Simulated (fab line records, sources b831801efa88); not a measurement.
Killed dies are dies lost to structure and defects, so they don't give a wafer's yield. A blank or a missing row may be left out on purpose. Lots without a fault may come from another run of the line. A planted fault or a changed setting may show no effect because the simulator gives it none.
Which tool did it? | flow sky130 | 13 lots, 39 wafers sampled, at 3 steps of a route of 708

WHAT THE GAUGES READ, wafer by wafer
SKY_CAPM_OVL_MEAS_12. Usual: CAPM_OVL -0.8 nm, standard deviation 1.6.
lot  | measured     | on         | CAPM_OVL (nm)  | flag
L597 | day 37 07:45 | overlay-01 | -0.2 0.9 1.4   |
L598 | day 37 21:26 | overlay-02 | 1.1 -0.3 0.6   |
L599 | day 38 01:59 | overlay-01 | 0.8 1.1 2.5    |
L600 | day 38 03:01 | overlay-01 | -1.0 2.0 0.8   |
L610 | day 41 08:26 | overlay-02 | -0.8 -0.3 0.0  |
L611 | day 41 14:09 | overlay-02 | -5.5 -5.1 -3.8 |
L612 | day 41 23:32 | overlay-02 | -3.1 -2.0 -1.8 |
L614 | day 42 15:05 | overlay-02 | -1.2 -3.6 -2.2 |
L615 | day 42 18:08 | overlay-02 | -1.3 -1.4 -1.4 |
L616 | day 43 03:10 | overlay-01 | -2.5 -1.6 -0.9 |
L617 | day 43 10:38 | overlay-01 | -2.7 -3.6 -1.8 |
L618 | day 43 16:01 | overlay-02 | -4.3 -2.6 -2.2 |
L620 | day 44 14:20 | overlay-02 | 0.2 0.1 -0.7   |

SKY_VIA3_RS_MEAS_22: measures by four-point-probe. Usual: VIA3_W_RS 0.292 ohm/sq, standard deviation 0.0036.
lot  | measured     | on            | VIA3_W_RS (ohm/sq) | flag
L597 | day 39 13:50 | film_metro-02 | 0.294 0.288 0.290  |
L598 | day 40 01:34 | film_metro-02 | 0.298 0.294 0.295  |
L599 | day 40 07:11 | film_metro-02 | 0.288 0.289 0.294  |
L600 | day 40 08:38 | film_metro-02 | 0.289 0.286 0.288  |
L610 | day 43 11:06 | film_metro-01 | 0.292 0.293 0.294  |
L611 | day 43 16:22 | film_metro-04 | 0.295 0.292 0.293  |
L612 | day 43 23:45 | film_metro-02 | 0.289 0.291 0.290  |
L614 | day 44 15:04 | film_metro-02 | 0.295 0.299 0.298  |
L615 | day 44 19:37 | film_metro-04 | 0.293 0.293 0.294  |
L616 | day 45 03:05 | film_metro-02 | 0.287 0.288 0.288  |
L617 | day 45 10:31 | film_metro-02 | 0.292 0.291 0.291  |
L618 | day 45 15:01 | film_metro-01 | 0.288 0.291 0.290  |
L620 | day 46 11:22 | film_metro-01 | 0.289 0.291 0.293  |

WHICH TOOL RAN EACH LOT (tool, then ch and the chambers of the sampled wafers, then the start)
lot  | SKY_METAL3_SPUTTER_01
L597 | pvd_sputter-03, day 36 06:35
L598 | pvd_sputter-04, day 36 20:13
L599 | pvd_sputter-03, day 37 00:16
L600 | pvd_sputter-01, day 37 01:07
L610 | pvd_sputter-04, day 40 08:57
L611 | pvd_sputter-03, day 40 14:38
L612 | pvd_sputter-03, day 40 23:31
L614 | pvd_sputter-03, day 41 16:08
L615 | pvd_sputter-04, day 41 19:20
L616 | pvd_sputter-04, day 42 03:59
L617 | pvd_sputter-04, day 42 11:38
L618 | pvd_sputter-03, day 42 16:09
L620 | pvd_sputter-01, day 43 16:08
- SKY_METAL3_SPUTTER_01: material TiN, target thk 20 nm, time 16.7 s.

WHAT THE TOOLS THEMSELVES READ (means of the sampled wafers that have a number; where no wafer has one, the mark that the record gives instead)
SKY_METAL3_SPUTTER_01. Usual: chamber_pressure_pa 0.4000 Pa, standard deviation 0.00085; throttle_valve_pct 29.9 %, standard deviation 1.1.
lot  | tool           | chamber_pressure_pa (Pa) | throttle_valve_pct (%) | flag
L597 | pvd_sputter-03 | 0.3994                   | 30.4                   |
L598 | pvd_sputter-04 | 0.3999                   | 30.4                   |
L599 | pvd_sputter-03 | 0.3997                   | 30.1                   |
L600 | pvd_sputter-01 | 0.4002                   | 29.8                   |
L610 | pvd_sputter-04 | 0.3998                   | 29.4                   |
L611 | pvd_sputter-03 | 0.4000                   | 30.2                   |
L612 | pvd_sputter-03 | 0.4006                   | 30.3                   |
L614 | pvd_sputter-03 | 0.4005                   | 30.3                   |
L615 | pvd_sputter-04 | 0.4005                   | 29.8                   |
L616 | pvd_sputter-04 | 0.3989                   | 30.3                   |
L617 | pvd_sputter-04 | 0.4000                   | 29.4                   |
L618 | pvd_sputter-03 | 0.4004                   | 30.4                   |
L620 | pvd_sputter-01 | 0.4001                   | 28.5                   |

THE ANSWER, worked out from the rows above alone
Rule: a lot is off if the mean of its wafers that have a number lies more than 3 standard deviations from the usual mean. A lot without any number at a reading at which 4 lots or more have one is off too. The other lots that the step has rows for count as sound. The gauges are gone through in route order, then the tools' own readings, and for those a lot's mean is taken as printed above. The first step at which some lot is off is used, and at that step the reading that is off furthest; a lot without a number counts as furthest.
No lot is off at any reading shown: from this, nothing can be told.

WHAT THE SIMULATOR HAD PUT IN
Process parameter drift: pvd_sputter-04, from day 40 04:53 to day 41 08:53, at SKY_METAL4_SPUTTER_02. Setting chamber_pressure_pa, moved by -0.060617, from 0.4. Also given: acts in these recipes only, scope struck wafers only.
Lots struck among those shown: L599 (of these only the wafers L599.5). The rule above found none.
